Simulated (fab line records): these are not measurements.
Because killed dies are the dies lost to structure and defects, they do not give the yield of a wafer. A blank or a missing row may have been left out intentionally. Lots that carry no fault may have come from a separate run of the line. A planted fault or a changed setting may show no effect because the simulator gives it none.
Chamber matching + flow gf180mcu + wet bench-03 running GF_DUAL_GATE_WET_ETCH_12: 3 sister chambers
The step etches SiO2 in dHF, target depth 13 nm, time 260 s. 3 wafers are shown with their chamber, then 7 later ones without.

== WAFERS PAIRED WITH THEIR CHAMBERS ==
| wafer  | chamber | bath heat duty pct (%) |
|--------|---------|------------------------|
| L119.6 | 2       | 7.4                    |
| L124.6 | 3       | 5.3                    |
| L125.3 | 1       | 6.0                    |

== WAFERS WITH NO CHAMBER GIVEN ==
| wafer  | bath heat duty pct (%) |
|--------|------------------------|
| L125.4 | 6.4                    |
| L136.1 | 7.9                    |
| L136.2 | 7.4                    |
| L136.6 | 7.4                    |
| L138.2 | 7.8                    |
| L138.3 | 8.3                    |
| L138.4 | 7.2                    |

== THE CHAMBER EACH PASSED THROUGH ==
| wafer  | from the rows above          | in truth |
|--------|------------------------------|----------|
| L125.4 | can't be placed: 1 or 2 or 3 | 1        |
| L136.1 | 2                            | 2        |
| L136.2 | 2                            | 2        |
| L136.6 | 2                            | 2        |
| L138.2 | 2                            | 2        |
| L138.3 | 2                            | 2        |
| L138.4 | 2                            | 2        |
Correctly placed: 6 of 7. Can't be placed from these rows: 1 (the true chamber is among the candidates in 1). 0 placed wrongly.
How it was worked out, from the rows above alone: a wafer's distance from a chamber is the root of the sum, over the readings, of the square of ((its reading less the chamber's mean) divided by the reading's scatter). If the next closest chamber is less than 2 further off than the closest, the wafer can't be placed; otherwise it belongs to the closest. A chamber's mean is the mean of its shown wafers. The scatter (one wafer shown for each chamber): square how far every hidden wafer sits from the nearest shown wafer, average those squares and take the square root.
